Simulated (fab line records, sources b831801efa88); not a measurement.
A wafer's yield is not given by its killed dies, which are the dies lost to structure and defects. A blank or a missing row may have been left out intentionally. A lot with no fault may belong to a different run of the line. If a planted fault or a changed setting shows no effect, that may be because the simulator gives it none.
Which tool did it? || flow gf180mcu || Sampling: 24 lots, 72 wafers, 5 of 602 route steps

## WHAT THE GAUGES SHOWED, per wafer
GF_V2_THK_MEAS_25: measures by xrf. Usual: V2_W_THK 351 nm, standard deviation 7.6.
{"lot": "L074", "measured": "day 20 07:13", "on": "film_metro-01", "V2_W_THK (nm)": "343 340 349", "flag": ""}
{"lot": "L075", "measured": "day 20 13:58", "on": "film_metro-04", "V2_W_THK (nm)": "345 356 342", "flag": ""}
{"lot": "L076", "measured": "day 20 20:55", "on": "film_metro-01", "V2_W_THK (nm)": "357 343 359", "flag": ""}
{"lot": "L077", "measured": "day 21 12:46", "on": "film_metro-01", "V2_W_THK (nm)": "351 348 346", "flag": ""}
{"lot": "L078", "measured": "day 21 16:27", "on": "film_metro-03", "V2_W_THK (nm)": "354 348 354", "flag": ""}
{"lot": "L079", "measured": "day 22 06:41", "on": "film_metro-03", "V2_W_THK (nm)": "370 344 349", "flag": ""}
{"lot": "L080", "measured": "day 22 18:01", "on": "film_metro-03", "V2_W_THK (nm)": "353 355 345", "flag": ""}
{"lot": "L081", "measured": "day 22 22:04", "on": "film_metro-04", "V2_W_THK (nm)": "352 344 353", "flag": ""}
{"lot": "L082", "measured": "day 23 07:22", "on": "film_metro-01", "V2_W_THK (nm)": "349 346 345", "flag": ""}
{"lot": "L083", "measured": "day 23 19:10", "on": "film_metro-01", "V2_W_THK (nm)": "351 346 342", "flag": ""}
{"lot": "L084", "measured": "day 24 00:28", "on": "film_metro-04", "V2_W_THK (nm)": "360 343 363", "flag": ""}
{"lot": "L085", "measured": "day 24 01:58", "on": "film_metro-04", "V2_W_THK (nm)": "342 357 345", "flag": ""}
{"lot": "L086", "measured": "day 24 16:36", "on": "film_metro-01", "V2_W_THK (nm)": "351 348 347", "flag": ""}
{"lot": "L087", "measured": "day 25 00:21", "on": "film_metro-01", "V2_W_THK (nm)": "349 349 347", "flag": ""}
{"lot": "L088", "measured": "day 25 16:56", "on": "film_metro-01", "V2_W_THK (nm)": "346 349 353", "flag": ""}
{"lot": "L089", "measured": "day 25 19:14", "on": "film_metro-03", "V2_W_THK (nm)": "350 369 346", "flag": ""}
{"lot": "L090", "measured": "day 25 20:46", "on": "film_metro-03", "V2_W_THK (nm)": "350 350 348", "flag": ""}
{"lot": "L091", "measured": "day 26 15:19", "on": "film_metro-01", "V2_W_THK (nm)": "353 344 346", "flag": ""}
{"lot": "L092", "measured": "day 26 22:11", "on": "film_metro-03", "V2_W_THK (nm)": "343 350 342", "flag": ""}
{"lot": "L093", "measured": "day 27 12:05", "on": "film_metro-01", "V2_W_THK (nm)": "355 350 356", "flag": ""}
{"lot": "L094", "measured": "day 27 12:52", "on": "film_metro-04", "V2_W_THK (nm)": "340 351 341", "flag": ""}
{"lot": "L095", "measured": "day 27 16:58", "on": "film_metro-01", "V2_W_THK (nm)": "371 369 348", "flag": ""}
{"lot": "L096", "measured": "day 28 03:45", "on": "film_metro-01", "V2_W_THK (nm)": "350 343 347", "flag": ""}
{"lot": "L097", "measured": "day 28 05:22", "on": "film_metro-03", "V2_W_THK (nm)": "352 358 346", "flag": ""}

GF_M3_CD_MEAS_14: target cd 280 nm. Usual: cd_nm reads 280.1 nm (standard deviation 1.2).
{"lot": "L074", "measured": "day 21 07:40", "on": "cd_sem-02", "cd_nm (nm)": "281.6 281.6 282.5", "flag": ""}
{"lot": "L075", "measured": "day 21 14:38", "on": "cd_sem-02", "cd_nm (nm)": "282.3 281.3 280.6", "flag": ""}
{"lot": "L076", "measured": "day 21 21:28", "on": "cd_sem-02", "cd_nm (nm)": "280.4 279.0 279.7", "flag": ""}
{"lot": "L077", "measured": "day 22 12:44", "on": "cd_sem-02", "cd_nm (nm)": "280.9 279.4 279.3", "flag": ""}
{"lot": "L078", "measured": "day 22 16:32", "on": "cd_sem-01", "cd_nm (nm)": "281.2 281.4 280.4", "flag": ""}
{"lot": "L079", "measured": "day 23 06:15", "on": "cd_sem-02", "cd_nm (nm)": "282.4 283.7 282.7", "flag": ""}
{"lot": "L080", "measured": "day 23 17:23", "on": "cd_sem-02", "cd_nm (nm)": "277.7 278.0 276.6", "flag": ""}
{"lot": "L081", "measured": "day 23 20:58", "on": "cd_sem-01", "cd_nm (nm)": "280.0 281.4 280.4", "flag": ""}
{"lot": "L082", "measured": "day 24 06:08", "on": "cd_sem-01", "cd_nm (nm)": "279.1 279.4 278.6", "flag": ""}
{"lot": "L083", "measured": "day 24 17:52", "on": "cd_sem-02", "cd_nm (nm)": "280.0 279.8 280.0", "flag": ""}
{"lot": "L084", "measured": "day 24 23:01", "on": "cd_sem-01", "cd_nm (nm)": "279.8 280.3 280.1", "flag": ""}
{"lot": "L085", "measured": "day 25 00:44", "on": "cd_sem-01", "cd_nm (nm)": "279.6 280.2 279.4", "flag": ""}
{"lot": "L086", "measured": "day 25 15:13", "on": "cd_sem-01", "cd_nm (nm)": "278.7 279.1 279.3", "flag": ""}
{"lot": "L087", "measured": "day 25 22:26", "on": "cd_sem-01", "cd_nm (nm)": "281.3 281.4 282.2", "flag": ""}
{"lot": "L088", "measured": "day 26 14:53", "on": "cd_sem-02", "cd_nm (nm)": "280.4 280.9 281.2", "flag": ""}
{"lot": "L089", "measured": "day 26 16:23", "on": "cd_sem-02", "cd_nm (nm)": "280.0 277.9 279.3", "flag": ""}
{"lot": "L090", "measured": "day 26 17:19", "on": "cd_sem-02", "cd_nm (nm)": "278.3 279.1 278.8", "flag": ""}
{"lot": "L091", "measured": "day 27 12:10", "on": "cd_sem-01", "cd_nm (nm)": "279.2 278.7 279.1", "flag": ""}
{"lot": "L092", "measured": "day 27 19:10", "on": "cd_sem-01", "cd_nm (nm)": "280.9 280.9 282.6", "flag": ""}
{"lot": "L093", "measured": "day 28 07:28", "on": "cd_sem-02", "cd_nm (nm)": "280.8 279.2 279.3", "flag": ""}
{"lot": "L094", "measured": "day 28 08:25", "on": "cd_sem-01", "cd_nm (nm)": "280.0 279.5 280.9", "flag": ""}
{"lot": "L095", "measured": "day 28 13:04", "on": "cd_sem-01", "cd_nm (nm)": "279.3 279.6 279.2", "flag": ""}
{"lot": "L096", "measured": "day 28 23:16", "on": "cd_sem-02", "cd_nm (nm)": "280.3 280.5 279.7", "flag": ""}
{"lot": "L097", "measured": "day 29 01:17", "on": "cd_sem-01", "cd_nm (nm)": "278.3 279.5 278.7", "flag": ""}

## WHICH TOOL RAN EACH LOT (tool, then ch and the chambers of the sampled wafers, then the start)
{"lot": "L074", "GF_V1_CVD_23": "cvd_w-01 ch 1, day 18 04:17", "GF_V2_ETCH_17": "rie_diel-03 ch 0,1,2, day 20 07:13 or earlier", "GF_M3_SPUTTER_02": "pvd_sputter-01, day 20 07:43"}
{"lot": "L075", "GF_V1_CVD_23": "cvd_w-01 ch 0,1, day 18 10:29", "GF_V2_ETCH_17": "rie_diel-02 ch 0,1,3, day 20 13:58 or earlier", "GF_M3_SPUTTER_02": "pvd_sputter-01, day 20 14:26"}
{"lot": "L076", "GF_V1_CVD_23": "cvd_w-02 ch 1, day 18 16:35", "GF_V2_ETCH_17": "rie_diel-02 ch 1,2, day 20 20:55 or earlier", "GF_M3_SPUTTER_02": "pvd_sputter-03, day 20 21:24"}
{"lot": "L077", "GF_V1_CVD_23": "cvd_w-01 ch 1, day 19 08:22", "GF_V2_ETCH_17": "rie_diel-02 ch 0,1, day 21 12:46 or earlier", "GF_M3_SPUTTER_02": "pvd_sputter-02, day 21 13:15"}
{"lot": "L078", "GF_V1_CVD_23": "cvd_w-01 ch 0,1, day 19 12:11", "GF_V2_ETCH_17": "rie_diel-03 ch 0,1,3, day 21 16:27 or earlier", "GF_M3_SPUTTER_02": "pvd_sputter-01, day 21 16:56"}
{"lot": "L079", "GF_V1_CVD_23": "cvd_w-02 ch 0,1, day 20 03:26", "GF_V2_ETCH_17": "rie_diel-03 ch 0,1,3, day 22 06:41 or earlier", "GF_M3_SPUTTER_02": "pvd_sputter-02, day 22 07:10"}
{"lot": "L080", "GF_V1_CVD_23": "cvd_w-02 ch 0,1, day 20 15:04", "GF_V2_ETCH_17": "rie_diel-01 ch 0,1,2, day 22 18:01 or earlier", "GF_M3_SPUTTER_02": "pvd_sputter-01, day 22 18:30"}
{"lot": "L081", "GF_V1_CVD_23": "cvd_w-02 ch 0,1, day 20 19:52", "GF_V2_ETCH_17": "rie_diel-01 ch 2,3, day 22 22:04 or earlier", "GF_M3_SPUTTER_02": "pvd_sputter-02, day 22 22:34"}
{"lot": "L082", "GF_V1_CVD_23": "cvd_w-01 ch 0,1, day 21 05:59", "GF_V2_ETCH_17": "rie_diel-01 ch 0,1,3, day 23 07:22 or earlier", "GF_M3_SPUTTER_02": "pvd_sputter-02, day 23 07:50"}
{"lot": "L083", "GF_V1_CVD_23": "cvd_w-02 ch 0,1, day 21 18:02", "GF_V2_ETCH_17": "rie_diel-01 ch 1,2, day 23 19:10 or earlier", "GF_M3_SPUTTER_02": "pvd_sputter-03, day 23 19:39"}
{"lot": "L084", "GF_V1_CVD_23": "cvd_w-02 ch 0,1, day 21 23:41", "GF_V2_ETCH_17": "rie_diel-02 ch 0,1, day 24 00:28 or earlier", "GF_M3_SPUTTER_02": "pvd_sputter-02, day 24 00:57"}
{"lot": "L085", "GF_V1_CVD_23": "cvd_w-02 ch 0,1, day 22 01:19", "GF_V2_ETCH_17": "rie_diel-01 ch 0,1, day 24 01:58 or earlier", "GF_M3_SPUTTER_02": "pvd_sputter-01, day 24 02:25"}
{"lot": "L086", "GF_V1_CVD_23": "cvd_w-01 ch 0,1, day 22 16:08", "GF_V2_ETCH_17": "rie_diel-03 ch 1,2, day 24 16:36 or earlier", "GF_M3_SPUTTER_02": "pvd_sputter-02, day 24 17:05"}
{"lot": "L087", "GF_V1_CVD_23": "cvd_w-02 ch 0,1, day 23 00:23", "GF_V2_ETCH_17": "rie_diel-03 ch 1,2, day 25 00:21 or earlier", "GF_M3_SPUTTER_02": "pvd_sputter-01, day 25 00:50"}
{"lot": "L088", "GF_V1_CVD_23": "cvd_w-02 ch 0,1, day 23 17:29", "GF_V2_ETCH_17": "rie_diel-02 ch 0,1,2, day 25 16:56 or earlier", "GF_M3_SPUTTER_02": "pvd_sputter-02, day 25 17:25"}
{"lot": "L089", "GF_V1_CVD_23": "cvd_w-01 ch 0,1, day 23 20:23", "GF_V2_ETCH_17": "rie_diel-01 ch 0,1,2, day 25 19:14 or earlier", "GF_M3_SPUTTER_02": "pvd_sputter-01, day 25 19:43"}
{"lot": "L090", "GF_V1_CVD_23": "cvd_w-02 ch 0,1, day 23 21:20", "GF_V2_ETCH_17": "rie_diel-02 ch 1,2,3, day 25 20:46 or earlier", "GF_M3_SPUTTER_02": "pvd_sputter-01, day 25 21:15"}
{"lot": "L091", "GF_V1_CVD_23": "cvd_w-01 ch 0,1, day 24 17:28", "GF_V2_ETCH_17": "rie_diel-01 ch 0,1,3, day 26 15:19 or earlier", "GF_M3_SPUTTER_02": "pvd_sputter-03, day 26 15:49"}
{"lot": "L092", "GF_V1_CVD_23": "cvd_w-02 ch 0,1, day 25 00:38", "GF_V2_ETCH_17": "rie_diel-03 ch 0,1,3, day 26 22:11 or earlier", "GF_M3_SPUTTER_02": "pvd_sputter-01, day 26 22:41"}
{"lot": "L093", "GF_V1_CVD_23": "cvd_w-02 ch 0,1, day 25 14:46", "GF_V2_ETCH_17": "rie_diel-01 ch 2,3, day 27 12:05 or earlier", "GF_M3_SPUTTER_02": "pvd_sputter-01, day 27 12:43"}
{"lot": "L094", "GF_V1_CVD_23": "cvd_w-02 ch 0,1, day 25 15:29", "GF_V2_ETCH_17": "rie_diel-02 ch 0,2,3, day 27 12:52 or earlier", "GF_M3_SPUTTER_02": "pvd_sputter-03, day 27 13:37"}
{"lot": "L095", "GF_V1_CVD_23": "cvd_w-01 ch 0,1, day 25 20:50", "GF_V2_ETCH_17": "rie_diel-03 ch 1,2,3, day 27 16:58 or earlier", "GF_M3_SPUTTER_02": "pvd_sputter-02, day 27 17:27"}
{"lot": "L096", "GF_V1_CVD_23": "cvd_w-02 ch 0,1, day 26 07:21", "GF_V2_ETCH_17": "rie_diel-01 ch 0,1,2, day 28 03:45 or earlier", "GF_M3_SPUTTER_02": "pvd_sputter-01, day 28 04:14"}
{"lot": "L097", "GF_V1_CVD_23": "cvd_w-01 ch 0,1, day 26 10:11", "GF_V2_ETCH_17": "rie_diel-01 ch 0,1,2, day 28 05:22 or earlier", "GF_M3_SPUTTER_02": "pvd_sputter-01, day 28 05:50"}
- GF_V1_CVD_23: deposits W, target thk 350 nm, time 105.05 s.
- GF_V2_ETCH_17: etches SiO2 in C4F8/O2/Ar, stops on TiN, target depth 630 nm.
- GF_M3_SPUTTER_02: material AlCu, target thk 450 nm, time 23.9 s.

## AS READ BY THE TOOLS THEMSELVES (means over the sampled wafers that have a number; for cases with no such wafer, the mark the record gives instead)
GF_V1_CVD_23. Usual: heater_power_w reads 896 W (standard deviation 86).
{"lot": "L074", "tool": "cvd_w-01", "heater_power_w (W)": 872, "flag": ""}
{"lot": "L075", "tool": "cvd_w-01", "heater_power_w (W)": 994, "flag": ""}
{"lot": "L076", "tool": "cvd_w-02", "heater_power_w (W)": 849, "flag": ""}
{"lot": "L077", "tool": "cvd_w-01", "heater_power_w (W)": 875, "flag": ""}
{"lot": "L078", "tool": "cvd_w-01", "heater_power_w (W)": 988, "flag": ""}
{"lot": "L079", "tool": "cvd_w-02", "heater_power_w (W)": 839, "flag": ""}
{"lot": "L080", "tool": "cvd_w-02", "heater_power_w (W)": 844, "flag": ""}
{"lot": "L081", "tool": "cvd_w-02", "heater_power_w (W)": 849, "flag": ""}
{"lot": "L082", "tool": "cvd_w-01", "heater_power_w (W)": 946, "flag": ""}
{"lot": "L083", "tool": "cvd_w-02", "heater_power_w (W)": 859, "flag": ""}
{"lot": "L084", "tool": "cvd_w-02", "heater_power_w (W)": 831, "flag": ""}
{"lot": "L085", "tool": "cvd_w-02", "heater_power_w (W)": 837, "flag": ""}
{"lot": "L086", "tool": "cvd_w-01", "heater_power_w (W)": 938, "flag": ""}
{"lot": "L087", "tool": "cvd_w-02", "heater_power_w (W)": 850, "flag": ""}
{"lot": "L088", "tool": "cvd_w-02", "heater_power_w (W)": 829, "flag": ""}
{"lot": "L089", "tool": "cvd_w-01", "heater_power_w (W)": 1002, "flag": ""}
{"lot": "L090", "tool": "cvd_w-02", "heater_power_w (W)": 848, "flag": ""}
{"lot": "L091", "tool": "cvd_w-01", "heater_power_w (W)": 942, "flag": ""}
{"lot": "L092", "tool": "cvd_w-02", "heater_power_w (W)": 837, "flag": ""}
{"lot": "L093", "tool": "cvd_w-02", "heater_power_w (W)": 843, "flag": ""}
{"lot": "L094", "tool": "cvd_w-02", "heater_power_w (W)": 852, "flag": ""}
{"lot": "L095", "tool": "cvd_w-01", "heater_power_w (W)": 1018, "flag": ""}
{"lot": "L096", "tool": "cvd_w-02", "heater_power_w (W)": 841, "flag": ""}
{"lot": "L097", "tool": "cvd_w-01", "heater_power_w (W)": 938, "flag": ""}

GF_V2_ETCH_17. Usual: oes_product_au reads 0.856 a.u. (standard deviation 0.0042).
{"lot": "L074", "tool": "rie_diel-03", "oes_product_au (a.u.)": 0.851, "flag": ""}
{"lot": "L075", "tool": "rie_diel-02", "oes_product_au (a.u.)": 0.854, "flag": ""}
{"lot": "L076", "tool": "rie_diel-02", "oes_product_au (a.u.)": 0.860, "flag": ""}
{"lot": "L077", "tool": "rie_diel-02", "oes_product_au (a.u.)": 0.856, "flag": ""}
{"lot": "L078", "tool": "rie_diel-03", "oes_product_au (a.u.)": 0.857, "flag": ""}
{"lot": "L079", "tool": "rie_diel-03", "oes_product_au (a.u.)": 0.853, "flag": ""}
{"lot": "L080", "tool": "rie_diel-01", "oes_product_au (a.u.)": 0.852, "flag": ""}
{"lot": "L081", "tool": "rie_diel-01", "oes_product_au (a.u.)": 0.857, "flag": ""}
{"lot": "L082", "tool": "rie_diel-01", "oes_product_au (a.u.)": 0.861, "flag": ""}
{"lot": "L083", "tool": "rie_diel-01", "oes_product_au (a.u.)": 0.858, "flag": ""}
{"lot": "L084", "tool": "rie_diel-02", "oes_product_au (a.u.)": 0.855, "flag": ""}
{"lot": "L085", "tool": "rie_diel-01", "oes_product_au (a.u.)": 0.857, "flag": ""}
{"lot": "L086", "tool": "rie_diel-03", "oes_product_au (a.u.)": 0.855, "flag": ""}
{"lot": "L087", "tool": "rie_diel-03", "oes_product_au (a.u.)": 0.856, "flag": ""}
{"lot": "L088", "tool": "rie_diel-02", "oes_product_au (a.u.)": 0.857, "flag": ""}
{"lot": "L089", "tool": "rie_diel-01", "oes_product_au (a.u.)": 0.856, "flag": ""}
{"lot": "L090", "tool": "rie_diel-02", "oes_product_au (a.u.)": 0.853, "flag": ""}
{"lot": "L091", "tool": "rie_diel-01", "oes_product_au (a.u.)": 0.859, "flag": ""}
{"lot": "L092", "tool": "rie_diel-03", "oes_product_au (a.u.)": 0.853, "flag": ""}
{"lot": "L093", "tool": "rie_diel-01", "oes_product_au (a.u.)": 0.852, "flag": ""}
{"lot": "L094", "tool": "rie_diel-02", "oes_product_au (a.u.)": 0.856, "flag": ""}
{"lot": "L095", "tool": "rie_diel-03", "oes_product_au (a.u.)": 0.859, "flag": ""}
{"lot": "L096", "tool": "rie_diel-01", "oes_product_au (a.u.)": 0.857, "flag": ""}
{"lot": "L097", "tool": "rie_diel-01", "oes_product_au (a.u.)": 0.851, "flag": ""}

GF_M3_SPUTTER_02. Usual: throttle_valve_pct reads 30.1 % (standard deviation 1.1).
{"lot": "L074", "tool": "pvd_sputter-01", "throttle_valve_pct (%)": 29.9, "flag": ""}
{"lot": "L075", "tool": "pvd_sputter-01", "throttle_valve_pct (%)": 30.5, "flag": ""}
{"lot": "L076", "tool": "pvd_sputter-03", "throttle_valve_pct (%)": 30.0, "flag": ""}
{"lot": "L077", "tool": "pvd_sputter-02", "throttle_valve_pct (%)": 30.5, "flag": ""}
{"lot": "L078", "tool": "pvd_sputter-01", "throttle_valve_pct (%)": 30.6, "flag": ""}
{"lot": "L079", "tool": "pvd_sputter-02", "throttle_valve_pct (%)": 31.0, "flag": ""}
{"lot": "L080", "tool": "pvd_sputter-01", "throttle_valve_pct (%)": 29.9, "flag": ""}
{"lot": "L081", "tool": "pvd_sputter-02", "throttle_valve_pct (%)": 30.8, "flag": ""}
{"lot": "L082", "tool": "pvd_sputter-02", "throttle_valve_pct (%)": 30.7, "flag": ""}
{"lot": "L083", "tool": "pvd_sputter-03", "throttle_valve_pct (%)": 28.8, "flag": ""}
{"lot": "L084", "tool": "pvd_sputter-02", "throttle_valve_pct (%)": 30.3, "flag": ""}
{"lot": "L085", "tool": "pvd_sputter-01", "throttle_valve_pct (%)": 30.7, "flag": ""}
{"lot": "L086", "tool": "pvd_sputter-02", "throttle_valve_pct (%)": 30.4, "flag": ""}
{"lot": "L087", "tool": "pvd_sputter-01", "throttle_valve_pct (%)": 29.7, "flag": ""}
{"lot": "L088", "tool": "pvd_sputter-02", "throttle_valve_pct (%)": 30.7, "flag": ""}
{"lot": "L089", "tool": "pvd_sputter-01", "throttle_valve_pct (%)": 29.2, "flag": ""}
{"lot": "L090", "tool": "pvd_sputter-01", "throttle_valve_pct (%)": 30.2, "flag": ""}
{"lot": "L091", "tool": "pvd_sputter-03", "throttle_valve_pct (%)": 30.3, "flag": ""}
{"lot": "L092", "tool": "pvd_sputter-01", "throttle_valve_pct (%)": 31.0, "flag": ""}
{"lot": "L093", "tool": "pvd_sputter-01", "throttle_valve_pct (%)": 30.9, "flag": ""}
{"lot": "L094", "tool": "pvd_sputter-03", "throttle_valve_pct (%)": 30.1, "flag": ""}
{"lot": "L095", "tool": "pvd_sputter-02", "throttle_valve_pct (%)": 30.5, "flag": ""}
{"lot": "L096", "tool": "pvd_sputter-01", "throttle_valve_pct (%)": 30.0, "flag": ""}
{"lot": "L097", "tool": "pvd_sputter-01", "throttle_valve_pct (%)": 29.5, "flag": ""}

## THE ANSWER, worked out from the rows above alone
Rule: take the mean of a lot's wafers that have a number; if it is more than 3 standard deviations from the usual mean, the lot is off. Also off: a lot with no number at a reading for which 4 or more lots have one. Where the step has rows for the other lots, those lots are counted as sound. Order of review: gauges by route order, followed by the tools' own readings, for which a lot's mean as printed above is used. At the first step where some lot is off, the reading lying furthest off is the one used; lots without a number count as furthest.
None of the lots is off at any reading shown; this tells nothing.

## WHAT THE SIMULATOR PUT IN
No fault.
